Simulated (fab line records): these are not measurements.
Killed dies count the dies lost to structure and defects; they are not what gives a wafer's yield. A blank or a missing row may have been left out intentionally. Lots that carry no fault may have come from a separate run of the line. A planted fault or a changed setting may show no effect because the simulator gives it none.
fab line records	flow sky130
record: lots: 7	wafers: 21	last-day: 50
route steps=708 shown VT_ADJUST_NCORE@128 VT_ADJUST_HVTR@131 VT_ADJUST_PCH@143 PAD_OPEN@708
lots that met no fault: taken from a fault-free run of the same line
start-h: hours from the record's first day to the start of the lot's first wafer shown	wait-h: hours since the lot's step before	" identical to the entry in the row above	L1.1+2: several wafers, shown together as one row	- value missing, or start not given	* or withheld: withheld	< > ~ a bound
route shown NAME@n: names a module that has steps shown in the file, with the first one's number in the route	usual: mean/standard deviation of fault-free wafers	same: alike in all rows	chamber/n: place in a boat	sites: the reading at each site	_std_site: the values' standard deviation	_edge_site: mean of outer sites minus mean of inner sites	radius-mm: for every site, how far away it sits from the centre of the wafer	mask NAME#n: copy n	behind: tool/chamber where the wafer was last shaped	hold: reason for holding the lot/hours on hold/outcome of the hold	device: whichever transistor did not switch (one of n, p or np)	end of line: tests run on the same wafers once the route is complete	a step with no rows: only its recipe	killed: dies lost to structure and defects at the first sort, not the wafer's yield	map: a wafer's dies, marking killed ones x, the rest . and places with no die _
set.NAME: setting as actually run; set.NAME@STEP: the setting as run at that earlier step	model.NAME: the simulator's own value behind a step, which no gauge read
lots at selected steps of the route; one table per step, one row per wafer
services: when a tool's chamber went out of use (start-h, in hours from the record's first day, below 0 if earlier), for how many hours, and the reason
== steps ==
step: SKY_VT_ADJUST_NCORE_IMPLANT_09
recipe: species: B	energy-kev: 10	dose-cm2: 2.4e+12	tilt-deg: withheld
step: SKY_VT_ADJUST_NCORE_STRIP_10
recipe: chemistry: O2/N2	power-w: 1400	pressure-mtorr: 1500	platen-temp-c: withheld	o2-flow-sccm: 3000	n2-flow-sccm: 300	overash-fraction: 0.5
usual: drypump-motor-current-A: 5.30/0.28	oes-product-au: 0.716/0.0045	strip-time-to-endpoint-s: 14.19/0.038
lot.wafer	tool	chamber	start-h	wait-h	drypump-motor-current-A	oes-product-au	rf-hours-counter-h	strip-time-to-endpoint-s
L608.3	plasma-asher-01	0	221.19	0.1	5.56	0.718	-	14.13
L608.5	"	1	"	"	4.90	0.710	-	14.17
L608.6	"	0	"	"	5.57	0.718	-	14.13
L611.4	plasma-asher-02	0	243.84	0.1	5.44	0.716	-	14.23
L611.5	"	0	"	"	5.43	0.721	-	14.23
L611.6	"	1	"	"	5.20	0.717	-	14.20
L612.3	plasma-asher-03	0	248.99	0.1	5.65	0.715	-	14.25
L612.4	"	1	"	"	5.17	0.712	-	14.24
L612.6	"	0	"	"	5.65	0.719	-	14.25
L615.1	plasma-asher-03	1	273.06	0.1	5.14	0.707	58	14.27
L615.4	"	0	"	"	5.67	0.714	-	14.22
L615.5	"	0	"	"	5.67	0.721	-	14.22
L620.1	plasma-asher-02	0	307.65	0.1	5.40	0.726	19	14.15
L620.4	"	1	"	"	5.22	0.716	-	14.18
L620.6	"	1	"	"	5.22	0.720	-	14.17
L624.1	plasma-asher-02	1	340.20	0.1	5.23	0.711	22	14.17
L624.3	"	1	"	"	5.21	0.711	-	14.17
L624.6	"	0	"	"	5.42	0.721	-	14.14
L625.2	plasma-asher-01	0	347.21	0.1	5.56	0.712	53	14.20
L625.5	"	1	"	"	4.94	0.723	-	14.18
L625.6	"	0	"	"	5.56	0.714	-	14.19
step: SKY_VT_ADJUST_NCORE_TW_MEAS_11
usual: VT_ADJUST_NCORE_TW: 219.5/2.3
lot.wafer	tool	chamber	start-h	wait-h	VT_ADJUST_NCORE_TW
L608.3	film-metro-02	-	221.27	0.1	216.6
L608.5	"	-	"	"	216.6
L608.6	"	-	"	"	216.0
L611.4	film-metro-02	-	243.94	0.1	218.3
L611.5	"	-	"	"	216.7
L611.6	"	-	"	"	217.2
L612.3	film-metro-02	-	249.08	0.1	215.5
L612.4	"	-	"	"	217.4
L612.6	"	-	"	"	218.1
L615.1	film-metro-02	-	273.16	0.1	217.1
L615.4	"	-	"	"	217.5
L615.5	"	-	"	"	219.0
L620.1	film-metro-02	-	307.75	0.1	215.5
L620.4	"	-	"	"	216.4
L620.6	"	-	"	"	216.2
L624.1	film-metro-04	-	340.30	0.1	223.1
L624.3	"	-	"	"	224.4
L624.6	"	-	"	"	222.8
L625.2	film-metro-03	-	347.32	0.1	220.4
L625.5	"	-	"	"	219.5
L625.6	"	-	"	"	220.0
step: SKY_VT_ADJUST_HVTR_DEHYDRATE_00
recipe: temp-c: 200	time-s: 60
step: SKY_VT_ADJUST_HVTR_HMDS_01
recipe: prime-time-s: 60	prime-temp-c: 120
step: SKY_VT_ADJUST_HVTR_COAT_02
recipe: resist: NOVOLAK	spin-rpm: 3000	resist-thk-nm: 1140
step: SKY_VT_ADJUST_HVTR_SOFTBAKE_03
recipe: temp-c: 90	time-s: 60	resist: NOVOLAK
step: SKY_VT_ADJUST_HVTR_EXPOSE_04
recipe: mask-id: HVTRM	target-cd-nm: 380	na: 0.6	source-shape: conventional	sigma-outer: 0.6	dose-mj: 150
step: SKY_VT_ADJUST_HVTR_PEB_05
recipe: temp-c: withheld	time-s: *	resist: NOVOLAK
step: SKY_VT_ADJUST_HVTR_DEVELOP_06
recipe: develop-time-s: 60	dev-temp-c: 23
step: SKY_VT_ADJUST_HVTR_CD_MEAS_07
recipe: target-cd-nm: 380
usual: cd-nm: 379.8/2.4
lot.wafer	tool	chamber	start-h	wait-h	cd-nm
L608.3	cd-sem-01	-	243.54	0.1	381.0
L608.5	"	-	"	"	380.0
L608.6	"	-	"	"	379.5
L611.4	cd-sem-02	-	267.94	0.1	384.9
L611.5	"	-	"	"	385.3
L611.6	"	-	"	"	381.8
L612.3	cd-sem-01	-	272.49	0.1	379.3
L612.4	"	-	"	"	379.6
L612.6	"	-	"	"	377.9
L615.1	cd-sem-02	-	297.70	0.1	379.3
L615.4	"	-	"	"	380.0
L615.5	"	-	"	"	378.0
L620.1	cd-sem-01	-	333.58	0.1	381.8
L620.4	"	-	"	"	378.8
L620.6	"	-	"	"	380.8
L624.1	cd-sem-02	-	367.35	0.1	379.7
L624.3	"	-	"	"	381.0
L624.6	"	-	"	"	379.2
L625.2	cd-sem-02	-	375.40	0.1	381.3
L625.5	"	-	"	"	379.9
L625.6	"	-	"	"	379.8
step: SKY_VT_ADJUST_HVTR_OVL_MEAS_08
usual: VT_ADJUST_HVTR_OVL: -0.5/1.2
lot.wafer	tool	chamber	start-h	wait-h	VT_ADJUST_HVTR_OVL[nm]
L608.3	overlay-02	-	243.63	0.1	-0.4
L608.5	"	-	"	"	-1.0
L608.6	"	-	"	"	-0.9
L611.4	overlay-01	-	268.02	0.1	-1.5
L611.5	"	-	"	"	-0.8
L611.6	"	-	"	"	-1.1
L612.3	overlay-01	-	272.58	0.1	1.0
L612.4	"	-	"	"	-1.6
L612.6	"	-	"	"	-1.0
L615.1	overlay-01	-	297.82	0.1	-1.2
L615.4	"	-	"	"	-3.2
L615.5	"	-	"	"	-1.0
L620.1	overlay-02	-	333.70	0.1	-1.1
L620.4	"	-	"	"	1.9
L620.6	"	-	"	"	-0.3
L624.1	overlay-01	-	367.47	0.1	-2.1
L624.3	"	-	"	"	-2.2
L624.6	"	-	"	"	-3.1
L625.2	overlay-02	-	375.50	0.1	0.4
L625.5	"	-	"	"	-0.8
L625.6	"	-	"	"	-0.3
step: SKY_VT_ADJUST_HVTR_IMPLANT_09
recipe: species: B	energy-kev: 10	dose-cm2: 2.068e+12	tilt-deg: withheld
usual: end-station-pressure-torr: 5.02e-06/2.6e-07
lot.wafer	tool	chamber	start-h	wait-h	end-station-pressure-torr
L608.3	implanter-02	0	243.71	0.1	4.73e-06
L608.5	"	0	"	"	4.67e-06
L608.6	"	0	"	"	4.91e-06
L611.4	implanter-02	0	268.11	0.1	5.41e-06
L611.5	"	0	"	"	5.08e-06
L611.6	"	0	"	"	4.68e-06
L611.4	implanter-02	0	268.72	0.6	4.8e-06
L611.5	"	0	"	"	5.06e-06
L611.6	"	0	"	"	5.12e-06
L612.3	implanter-03	0	272.66	0.1	4.69e-06
L612.4	"	0	"	"	5.12e-06
L612.6	"	0	"	"	4.78e-06
L615.1	implanter-02	0	297.86	0.0	4.99e-06
L615.4	"	0	"	"	4.77e-06
L615.5	"	0	"	"	5.35e-06
L615.1	implanter-02	0	298.17	0.3	5.49e-06
L615.4	"	0	"	"	5.33e-06
L615.5	"	0	"	"	4.76e-06
L620.1	implanter-01	0	333.73	0.0	5.31e-06
L620.4	"	0	"	"	4.99e-06
L620.6	"	0	"	"	5.19e-06
L620.1	implanter-01	0	334.05	0.3	5.12e-06
L620.4	"	0	"	"	5.03e-06
L620.6	"	0	"	"	5.26e-06
L624.1	implanter-01	0	367.50	0.0	4.98e-06
L624.3	"	0	"	"	4.99e-06
L624.6	"	0	"	"	4.89e-06
L625.2	implanter-03	0	375.56	0.0	4.66e-06
L625.5	"	0	"	"	5.28e-06
L625.6	"	0	"	"	4.93e-06
step: SKY_VT_ADJUST_HVTR_STRIP_10
recipe: chemistry: O2/N2	power-w: 1400	pressure-mtorr: 1500	platen-temp-c: withheld	o2-flow-sccm: 3000	n2-flow-sccm: 300	overash-fraction: 0.5
usual: drypump-motor-current-A: 5.5/0.32	oes-product-au: 0.715/0.0046	strip-time-to-endpoint-s: 14.19/0.043
lot.wafer	tool	chamber	start-h	wait-h	drypump-motor-current-A	oes-product-au	rf-hours-counter-h	strip-time-to-endpoint-s
L608.3	plasma-asher-03	0	243.84	0.1	5.7	0.714	-	14.25
L608.5	"	1	"	"	5.2	0.705	-	14.24
L608.6	"	0	"	"	5.7	0.710	-	14.23
L611.4	plasma-asher-02	0	268.83	0.1	5.4	0.711	-	14.19
L611.5	"	0	"	"	5.4	0.718	-	14.20
L611.6	"	1	"	"	5.2	0.714	-	14.22
L612.3	plasma-asher-02	0	272.79	0.1	5.4	0.720	-	14.24
L612.4	"	1	"	"	5.2	0.719	-	14.21
L612.6	"	0	"	"	5.4	0.716	-	14.21
L615.1	plasma-asher-04	0	298.32	0.1	5.8	0.720	62	14.15
L615.4	"	1	"	"	6.1	0.723	-	14.12
L615.5	"	1	"	"	6.1	0.707	-	14.17
L620.1	plasma-asher-03	0	334.31	0.2	5.6	0.726	64	14.15
L620.4	"	0	"	"	5.7	0.711	-	14.12
L620.6	"	0	"	"	5.7	0.715	-	14.15
L624.1	plasma-asher-02	0	367.65	0.1	5.4	0.711	26	14.16
L624.3	"	0	"	"	5.4	0.719	-	14.18
L624.6	"	1	"	"	5.2	0.716	-	14.19
L625.2	plasma-asher-03	1	375.68	0.1	5.2	0.708	69	14.21
L625.5	"	1	"	"	5.1	0.715	-	14.16
L625.6	"	0	"	"	5.6	0.723	-	14.18
step: SKY_VT_ADJUST_HVTR_TW_MEAS_11
usual: VT_ADJUST_HVTR_TW: 210.1/2.8
lot.wafer	tool	chamber	start-h	wait-h	VT_ADJUST_HVTR_TW
L608.3	film-metro-01	-	243.93	0.1	208.4
L608.5	"	-	"	"	206.8
L608.6	"	-	"	"	206.6
L611.4	film-metro-04	-	268.93	0.1	262.1
L611.5	"	-	"	"	260.7
L611.6	"	-	"	"	260.8
L612.3	film-metro-04	-	272.88	0.1	215.3
L612.4	"	-	"	"	214.6
L612.6	"	-	"	"	213.6
L615.1	film-metro-01	-	298.42	0.1	253.1
L615.4	"	-	"	"	251.7
L615.5	"	-	"	"	253.8
L620.1	film-metro-01	-	334.41	0.1	253.1
L620.4	"	-	"	"	253.2
L620.6	"	-	"	"	252.0
L624.1	film-metro-04	-	367.75	0.1	213.7
L624.3	"	-	"	"	213.2
L624.6	"	-	"	"	214.6
L625.2	film-metro-03	-	375.79	0.1	211.5
L625.5	"	-	"	"	210.5
L625.6	"	-	"	"	210.7
step: SKY_VT_ADJUST_PCH_DEHYDRATE_00
recipe: temp-c: 200	time-s: 60
step: SKY_PAD_OPEN_PROBE_99
usual: killed_at_M0_to_M3: 44/7.1	killed_at_M4_up: 3.1/1.8	killed-at-contacts: 24/5.3	killed-at-front-end: 15/4.5	killed-at-other: 0.2/0.42	killed-dies: 86/9.6	killed-open: 46/6.9	killed-short: 40/6.4
same: gross-dies: 492	killed-at-back-side: 0
lot.wafer	tool	chamber	start-h	wait-h	killed_at_M0_to_M3	killed_at_M4_up	killed-at-contacts	killed-at-front-end	killed-at-other	killed-dies	killed-open	killed-short	model.etest.pfet_01v8_mvt.drive-ua-um	model.etest.pfet_01v8_mvt.off-log10-a-um	model.etest.pfet_01v8_mvt.vt-sat-v	model.etest.pfet_01v8_mvt.vt-v	model.etest.pfet_01v8_mvt.vt-long-v	model.etest.pfet_01v8_mvt.body-rise-v
L608.3	prober-01	-	1130.61	0.2	50	3	27	14	1	95	49	46	159	-9.938	-0.51	-0.6053	-0.8249	-0.1965
L608.5	prober-01	-	1130.71	0.2	52	4	25	10	0	91	51	40	154.9	-10.06	-0.5224	-0.6157	-0.8296	-0.197
L608.6	prober-01	-	1130.76	0.2	41	1	27	10	0	79	39	40	155.7	-10.11	-0.5169	-0.6103	-0.8274	-0.1983
L612.3	prober-01	-	1134.51	0.2	32	2	22	10	0	66	43	23	149.6	-10.56	-0.5589	-0.6471	-0.8515	-0.1957
L612.4	prober-01	-	1134.56	0.2	48	1	26	17	1	93	40	53	152.8	-10.62	-0.5523	-0.6449	-0.8514	-0.1937
L612.6	prober-01	-	1134.66	0.2	42	1	25	12	0	80	47	33	147.7	-10.59	-0.5598	-0.6449	-0.8491	-0.1966
L611.4	prober-01	-	1137.30	0.2	55	2	10	25	0	92	55	37	204.1	-5.981	-0.0352	-0.1917	-0.4665	-0.2469
L611.5	prober-01	-	1137.35	0.2	43	0	16	10	0	69	36	33	206.8	-5.735	-0.02754	-0.1901	-0.4735	-0.245
L611.6	prober-01	-	1137.40	0.2	58	0	27	15	0	100	60	40	202.2	-5.841	-0.0347	-0.191	-0.4711	-0.246
L615.1	prober-01	-	1148.83	0.1	45	2	21	14	1	83	44	39	191.1	-6.579	-0.1303	-0.2671	-0.5235	-0.2341
L615.4	prober-01	-	1148.98	0.2	42	3	16	18	0	79	43	36	189.7	-6.821	-0.1517	-0.2886	-0.5468	-0.2292
L615.5	prober-01	-	1149.03	0.2	33	1	17	15	1	67	35	32	189.8	-6.728	-0.1387	-0.2803	-0.5369	-0.2299
L620.1	prober-02	-	1191.04	0.1	50	5	40	15	0	110	61	49	196.2	-6.992	-0.172	-0.3254	-0.5904	-0.2011
L620.4	prober-02	-	1191.19	0.2	51	1	22	11	0	85	43	42	193.6	-6.989	-0.1771	-0.3325	-0.5987	-0.2011
L620.6	prober-02	-	1191.29	0.2	38	2	25	16	0	81	43	38	193.2	-7.156	-0.1858	-0.3395	-0.5986	-0.1991
L624.1	prober-02	-	1196.92	0.1	45	4	25	21	0	95	45	50	150.8	-10.53	-0.5535	-0.6332	-0.8353	-0.1925
L624.3	prober-02	-	1197.02	0.2	49	3	29	8	1	90	47	43	158.2	-10.16	-0.5379	-0.6288	-0.8444	-0.1924
L624.6	prober-02	-	1197.17	0.2	53	3	18	25	0	99	53	46	155.6	-10.19	-0.5397	-0.6313	-0.8386	-0.1939
L625.2	prober-02	-	1198.40	0.1	43	4	21	20	0	88	49	39	154.2	-10.59	-0.5574	-0.6474	-0.8605	-0.1903
L625.5	prober-02	-	1198.55	0.2	31	3	18	25	0	77	38	39	150.9	-11.03	-0.5765	-0.6609	-0.8651	-0.1908
L625.6	prober-02	-	1198.60	0.2	26	2	32	17	0	77	32	45	148.2	-10.89	-0.575	-0.6583	-0.864	-0.189
killed by level:class
L608.3 VIA1:geometric-particle:open=11 LOCAL_INTERCONNECT:geometric-particle:short=7 VIA2:geometric-particle:short=6 LI_CONTACT:geometric-particle:open=6 CONTACT:geometric-particle:short=6 VIA3:geometric-particle:open=6 METAL2:geometric-particle:short=6 CONTACT:geometric-particle:open=5
L608.5 VIA2:geometric-particle:open=10 CONTACT:geometric-particle:open=9 VIA1:geometric-particle:open=8 LI_CONTACT:geometric-particle:open=7 METAL1:geometric-particle:short=7 VIA1:geometric-particle:short=7 FIELD_ISO:geometric-particle:open=5 VIA3:geometric-particle:open=5
L608.6 CONTACT:geometric-particle:open=11 VIA1:geometric-particle:open=8 LI_CONTACT:geometric-particle:open=5 CONTACT:geometric-particle:short=5 VIA1:geometric-particle:short=5 METAL2:geometric-particle:short=5 VIA3:geometric-particle:open=5 FIELD_ISO:geometric-particle:short=4
L612.3 LI_CONTACT:geometric-particle:open=9 CONTACT:geometric-particle:open=7 VIA1:geometric-particle:open=7 VIA2:geometric-particle:open=6 CONTACT:geometric-particle:short=5 POLY_GATE:geometric-particle:open=4 METAL1:geometric-particle:short=3 VIA1:geometric-particle:short=3
L612.4 CONTACT:geometric-particle:short=10 CONTACT:geometric-particle:open=8 VIA1:geometric-particle:short=8 FIELD_ISO:geometric-particle:open=7 VIA3:geometric-particle:open=7 METAL1:geometric-particle:short=7 VIA1:geometric-particle:open=7 LOCAL_INTERCONNECT:geometric-particle:short=6
L612.6 LI_CONTACT:geometric-particle:open=12 METAL1:geometric-particle:short=9 VIA1:geometric-particle:open=7 CONTACT:geometric-particle:open=5 VIA3:geometric-particle:open=5 CONTACT:geometric-particle:short=4 METAL2:geometric-particle:short=4 VIA2:geometric-particle:open=4
L611.4 VIA1:geometric-particle:open=13 POLY_GATE:geometric-particle:open=11 METAL2:geometric-particle:short=8 VIA2:geometric-particle:open=8 VIA3:geometric-particle:open=7 VIA1:geometric-particle:short=5 METAL1:geometric-particle:short=4 METAL1:geometric-particle:open=4
L611.5 VIA1:geometric-particle:open=8 VIA3:geometric-particle:open=7 CONTACT:geometric-particle:open=6 METAL2:geometric-particle:short=6 VIA1:geometric-particle:short=5 LOCAL_INTERCONNECT:geometric-particle:short=4 FIELD_ISO:geometric-particle:open=3 LI_CONTACT:geometric-particle:open=3
L611.6 CONTACT:geometric-particle:open=13 METAL2:geometric-particle:short=9 VIA2:geometric-particle:open=9 VIA1:geometric-particle:open=9 VIA3:geometric-particle:open=8 FIELD_ISO:geometric-particle:open=6 METAL1:geometric-particle:short=6 LI_CONTACT:geometric-particle:open=4
L615.1 CONTACT:geometric-particle:open=9 VIA1:geometric-particle:open=9 VIA1:geometric-particle:short=8 LI_CONTACT:geometric-particle:open=6 METAL2:geometric-particle:short=6 FIELD_ISO:geometric-particle:open=4 POLY_GATE:geometric-particle:open=4 METAL1:geometric-particle:short=4
L615.4 VIA1:geometric-particle:open=9 FIELD_ISO:geometric-particle:open=6 LI_CONTACT:geometric-particle:open=6 CONTACT:geometric-particle:open=5 VIA1:geometric-particle:short=5 VIA3:geometric-particle:open=5 FIELD_ISO:geometric-particle:short=4 METAL1:geometric-particle:short=4
L615.5 VIA1:geometric-particle:open=7 CONTACT:geometric-particle:open=6 LI_CONTACT:geometric-particle:open=6 POLY_GATE:geometric-particle:short=5 VIA1:geometric-particle:short=5 VIA2:geometric-particle:open=4 VIA3:geometric-particle:open=4 FIELD_ISO:geometric-particle:open=3
L620.1 CONTACT:geometric-particle:open=12 LI_CONTACT:geometric-particle:open=11 VIA3:geometric-particle:open=10 VIA1:geometric-particle:open=8 METAL3:geometric-particle:short=7 FIELD_ISO:geometric-particle:open=6 LI_CONTACT:geometric-particle:short=5 LOCAL_INTERCONNECT:geometric-particle:short=5
L620.4 VIA1:geometric-particle:open=10 CONTACT:geometric-particle:open=9 VIA1:geometric-particle:short=9 VIA3:geometric-particle:open=7 CONTACT:geometric-particle:short=6 METAL2:geometric-particle:short=6 VIA2:geometric-particle:open=6 LI_CONTACT:geometric-particle:open=5
L620.6 VIA2:geometric-particle:open=9 CONTACT:geometric-particle:open=8 FIELD_ISO:geometric-particle:open=6 VIA1:geometric-particle:open=6 POLY_GATE:geometric-particle:short=5 LI_CONTACT:geometric-particle:open=5 LOCAL_INTERCONNECT:geometric-particle:short=5 VIA2:geometric-particle:short=5
L624.1 VIA1:geometric-particle:open=10 VIA2:geometric-particle:open=9 CONTACT:geometric-particle:short=7 FIELD_ISO:geometric-particle:short=6 LI_CONTACT:geometric-particle:open=6 CONTACT:geometric-particle:open=6 METAL1:geometric-particle:short=6 POLY_GATE:geometric-particle:open=5
L624.3 LI_CONTACT:geometric-particle:open=10 METAL1:geometric-particle:short=8 CONTACT:geometric-particle:open=7 VIA2:geometric-particle:open=7 LOCAL_INTERCONNECT:geometric-particle:short=6 METAL2:geometric-particle:short=6 VIA3:geometric-particle:open=6 VIA1:geometric-particle:short=5
L624.6 VIA1:geometric-particle:open=14 VIA2:geometric-particle:open=10 VIA3:geometric-particle:open=8 FIELD_ISO:geometric-particle:short=6 LOCAL_INTERCONNECT:geometric-particle:short=6 CONTACT:geometric-particle:short=5 POLY_GATE:geometric-particle:short=4 SPACER:geometric-particle:short=4
L625.2 VIA1:geometric-particle:open=12 CONTACT:geometric-particle:open=7 LI_CONTACT:geometric-particle:open=6 VIA3:geometric-particle:open=6 POLY_GATE:geometric-particle:open=5 LI_CONTACT:geometric-particle:short=5 VIA1:geometric-particle:short=5 FIELD_ISO:geometric-particle:short=4
L625.5 CONTACT:geometric-particle:open=8 POLY_GATE:geometric-particle:short=8 FIELD_ISO:geometric-particle:open=5 POLY_GATE:geometric-particle:open=5 METAL1:geometric-particle:short=5 VIA1:geometric-particle:open=5 VIA1:geometric-particle:short=5 VIA2:geometric-particle:short=5
L625.6 LI_CONTACT:geometric-particle:open=8 CONTACT:geometric-particle:short=8 POLY_GATE:geometric-particle:short=7 CONTACT:geometric-particle:open=7 LI_CONTACT:geometric-particle:short=5 VIA1:geometric-particle:open=5 FIELD_ISO:geometric-particle:short=4 POLY_GATE:geometric-particle:open=4
== services ==
tool	chamber	start-h	hours	kind
plasma-asher-04	-	219.17	2.1	repair
implanter-03	-	221.33	2.1	repair
plasma-asher-01	-	249.83	2.8	pm
plasma-asher-02	-	275.51	2.6	repair
implanter-01	-	324.82	3.4	pm
plasma-asher-04	-	325.26	74.4	repair
plasma-asher-02	-	325.84	1.5	repair
plasma-asher-03	-	336.85	2.8	pm
plasma-asher-03	-	361.41	4.1	repair
implanter-02	-	362.29	2.5	repair
== key ==
first-sign: step: SKY_VT_ADJUST_HVTR_IMPLANT_09	reading: visit	direction: added
effect: step: SKY_VT_ADJUST_HVTR_TW_MEAS_11	reading: VT_ADJUST_HVTR_TW	direction: up	sigmas: 16	usual: 210.1	struck: 255.6
model-effect: step: SKY_PAD_OPEN_PROBE_99	value: etest.pfet_01v8_mvt.drive-ua-um	without: 151.6	struck: 196.3
met-at SKY_VT_ADJUST_HVTR_IMPLANT_09
struck-wafers L611.4,L611.5,L611.6,L615.1,L615.4,L615.5,L620.1,L620.4,L620.6
tester-left-out L611,L615,L620
fault: kind: repeated-step-whole	tool: implanter-01,implanter-02,implanter-03	chamber: -	onset-h: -	steps: SKY_VT_ADJUST_HVTR_IMPLANT_09	times: 1	scope: struck-lots-only
tester-left-out: of these lots the tester's yield and bins aren't shown, on N5 and GAA mostly nor the transistor test; their killed dies are dies lost to structure and defects alone, not to doping, threshold or leakage, so they don't give the yield
